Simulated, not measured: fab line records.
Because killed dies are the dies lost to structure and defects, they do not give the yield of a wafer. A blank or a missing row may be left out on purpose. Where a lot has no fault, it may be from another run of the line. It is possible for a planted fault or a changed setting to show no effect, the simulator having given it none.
Which tool is to blame? | flow sky130 | Sampling: 10 lots, 30 wafers, 6 of 708 route steps

## WHAT THE GAUGES SHOWED, per wafer
SKY_VIA3_RS_MEAS_22: the measuring method here is four-point-probe. Usual: VIA3_W_RS gives 0.296 ohm/sq (standard deviation 0.004).
lot  | measured     | on            | VIA3_W_RS (ohm/sq) | flag
L231 | day 39 12:13 | film metro-02 | 0.295 0.298 0.296  |
L233 | day 40 03:30 | film metro-01 | 0.297 0.292 0.295  |
L235 | day 40 15:50 | film metro-02 | 0.291 0.298 0.294  |
L237 | day 41 15:32 | film metro-02 | 0.290 0.298 0.294  |
L239 | day 42 01:34 | film metro-01 | 0.291 0.297 0.293  |
L243 | day 43 03:50 | film metro-02 | 0.553 0.549 0.572  | OFF
L244 | day 43 13:22 | film metro-03 | 0.570 0.569 0.575  | OFF
L245 | day 43 23:47 | film metro-02 | 0.291 0.294 0.292  |
L250 | day 45 09:52 | film metro-01 | 0.291 0.292 0.287  |
L253 | day 46 00:32 | film metro-03 | 0.290 0.295 0.294  |

SKY_VIA3_THK_MEAS_23: measures by xrf. Usual: VIA3_W_THK gives 376 nm (standard deviation 7.4).
lot  | measured     | on            | VIA3_W_THK (nm) | flag
L231 | day 39 12:20 | film metro-02 | 371 369 371     |
L233 | day 40 03:37 | film metro-01 | 371 378 376     |
L235 | day 40 15:56 | film metro-02 | 379 372 377     |
L237 | day 41 15:38 | film metro-02 | 379 373 376     |
L239 | day 42 01:41 | film metro-01 | 388 380 384     |
L243 | day 43 03:56 | film metro-02 | 205 206 198     | OFF
L244 | day 43 13:28 | film metro-03 | 197 198 196     | OFF
L245 | day 43 23:54 | film metro-02 | 384 380 384     |
L250 | day 45 09:59 | film metro-01 | 387 383 393     |
L253 | day 46 00:39 | film metro-03 | 381 374 375     |

## TOOL THAT RAN EACH LOT (tool first, then ch and the chambers of the sampled wafers, then the start)
lot  | SKY_VIA3_ETCH_14                   | SKY_VIA3_ETCH_15                   | SKY_VIA3_SPUTTER_20          | SKY_VIA3_CVD_21
L231 | rie diel-01 ch 1,2,3, day 39 11:18 | rie diel-01 ch 1,2,3, day 39 11:20 | pvd sputter-01, day 39 12:02 | cvd w-02 ch 1, day 39 12:05
L233 | rie diel-03 ch 0,2,3, day 40 02:36 | rie diel-03 ch 0,2,3, day 40 02:38 | pvd sputter-01, day 40 03:18 | cvd w-02 ch 0,1, day 40 03:22
L235 | rie diel-03 ch 0,1,2, day 40 14:56 | rie diel-03 ch 0,1,2, day 40 14:58 | pvd sputter-03, day 40 15:37 | cvd w-02 ch 0,1, day 40 15:41
L237 | rie diel-03 ch 2,3, day 41 14:38   | rie diel-03 ch 2,3, day 41 14:40   | pvd sputter-02, day 41 15:19 | cvd w-01 ch 0,1, day 41 15:23
L239 | rie diel-02 ch 0,1,3, day 42 00:41 | rie diel-02 ch 0,1,3, day 42 00:43 | pvd sputter-02, day 42 01:22 | cvd w-02 ch 0,1, day 42 01:26
L243 | rie diel-01 ch 0,1, day 43 02:56   | rie diel-01 ch 0,1, day 43 02:58   | pvd sputter-03, day 43 03:37 | cvd w-02 ch 0,1, day 43 03:41
L244 | rie diel-02 ch 0,2,3, day 43 12:27 | rie diel-02 ch 0,2,3, day 43 12:29 | pvd sputter-02, day 43 13:08 | cvd w-02 ch 0,1, day 43 13:14
L245 | rie diel-01 ch 0,1, day 43 22:54   | rie diel-01 ch 0,1, day 43 22:56   | pvd sputter-01, day 43 23:35 | cvd w-01 ch 0,1, day 43 23:39
L250 | rie diel-03 ch 0,1,3, day 45 08:56 | rie diel-03 ch 0,1,3, day 45 08:58 | pvd sputter-02, day 45 09:40 | cvd w-01 ch 0,1, day 45 09:44
L253 | rie diel-02 ch 0,1, day 45 23:11   | rie diel-02 ch 0,1, day 45 23:13   | pvd sputter-01, day 46 00:20 | cvd w-01 ch 0,1, day 46 00:24
- SKY_VIA3_ETCH_14: etches BARC in N2/H2, stops on SiO2, time 45.9 s, target depth 60 nm.
- SKY_VIA3_ETCH_15: etches SiO2 in C4F8/O2/Ar, stops on TiN, target depth 507 nm, time 78 s.
- SKY_VIA3_SPUTTER_20: material TiN, target thk 20 nm, time 80 s.
- SKY_VIA3_CVD_21: deposits W, target thk 390 nm, time 117.31 s.

## AS READ BY THE TOOLS THEMSELVES (means over the sampled wafers that have a number; for cases with no such wafer, the mark the record gives instead)
SKY_VIA3_ETCH_14. Usual: drypump motor current A 5.7 A, standard deviation 0.41; oes product au 0.855 a.u., standard deviation 0.0053; throttle valve pct 13.224 %, standard deviation 0.0091.
lot  | tool        | drypump motor current A (A) | oes product au (a.u.) | throttle valve pct (%) | flag
L231 | rie diel-01 | 6.0                         | 0.853                 | 13.222                 |
L233 | rie diel-03 | 5.8                         | 0.853                 | 13.224                 |
L235 | rie diel-03 | 5.9                         | 0.852                 | 13.220                 |
L237 | rie diel-03 | 5.5                         | 0.861                 | 13.225                 |
L239 | rie diel-02 | 5.5                         | 0.857                 | 13.230                 |
L243 | rie diel-01 | 5.7                         | 0.851                 | 13.232                 |
L244 | rie diel-02 | 5.4                         | 0.854                 | 13.221                 |
L245 | rie diel-01 | 5.7                         | 0.861                 | 13.221                 |
L250 | rie diel-03 | 5.8                         | 0.853                 | 13.225                 |
L253 | rie diel-02 | 5.4                         | 0.855                 | 13.227                 |

SKY_VIA3_ETCH_15. Usual: oes product au at 0.946 a.u., with a standard deviation of 0.0053.
lot  | tool        | oes product au (a.u.) | flag
L231 | rie diel-01 | 0.946                 |
L233 | rie diel-03 | 0.942                 |
L235 | rie diel-03 | 0.951                 |
L237 | rie diel-03 | 0.949                 |
L239 | rie diel-02 | 0.944                 |
L243 | rie diel-01 | 0.943                 |
L244 | rie diel-02 | 0.943                 |
L245 | rie diel-01 | 0.948                 |
L250 | rie diel-03 | 0.941                 |
L253 | rie diel-02 | 0.949                 |

SKY_VIA3_SPUTTER_20. Usual: throttle valve pct at 30.5 %, with a standard deviation of 1.2.
lot  | tool           | throttle valve pct (%) | flag
L231 | pvd sputter-01 | 30.1                   |
L233 | pvd sputter-01 | 30.5                   |
L235 | pvd sputter-03 | 28.8                   |
L237 | pvd sputter-02 | 30.3                   |
L239 | pvd sputter-02 | 31.4                   |
L243 | pvd sputter-03 | 30.8                   |
L244 | pvd sputter-02 | 31.7                   |
L245 | pvd sputter-01 | 30.1                   |
L250 | pvd sputter-02 | 30.4                   |
L253 | pvd sputter-01 | 30.1                   |

SKY_VIA3_CVD_21. Usual: heater power w 841 W, standard deviation 57; susceptor temp C 400.03 C, standard deviation 0.23.
lot  | tool     | heater power w (W) | susceptor temp C (C) | flag
L231 | cvd w-02 | 843                | 400.16               |
L233 | cvd w-02 | 820                | 400.00               |
L235 | cvd w-02 | 826                | 399.94               |
L237 | cvd w-01 | 883                | 400.28               |
L239 | cvd w-02 | 817                | 400.12               |
L243 | cvd w-02 | 811                | 399.71               |
L244 | cvd w-02 | 799                | 399.97               |
L245 | cvd w-01 | 877                | 400.28               |
L250 | cvd w-01 | 882                | 400.01               |
L253 | cvd w-01 | 902                | 400.11               |

## THE ANSWER, worked out from the rows above alone
Rule: take the mean of a lot's wafers that have a number; if it is more than 3 standard deviations from the usual mean, the lot is off. A lot without any number at a reading at which 4 lots or more have one is off too. Any other lot the step has rows for is counted as sound. Order of review: gauges by route order, followed by the tools' own readings, for which a lot's mean as printed above is used. At the first step where some lot is off, the reading lying furthest off is the one used; lots without a number count as furthest.
Off: L243, L244, at SKY_VIA3_RS_MEAS_22 (VIA3_W_RS).
A tool fits if, at a process step before that reading, it ran every lot that is off, and no sound lot after the first of them. Gauges at SKY_VIA3_RS_MEAS_22: tried the same way as those tools. One fits: SKY_VIA3_CVD_21 on cvd w-02. Its last sound lot is L239 (day 42 01:26), its first lot that is off L243 (day 43 03:41): a fault that began between those two fits.

## WHAT THE SIMULATOR PUT IN
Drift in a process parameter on cvd w-02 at SKY_VIA3_CVD_21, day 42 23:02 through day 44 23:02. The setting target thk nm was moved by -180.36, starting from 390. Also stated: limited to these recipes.
Shown lots that were struck: L243, L244. The rule above found the same.
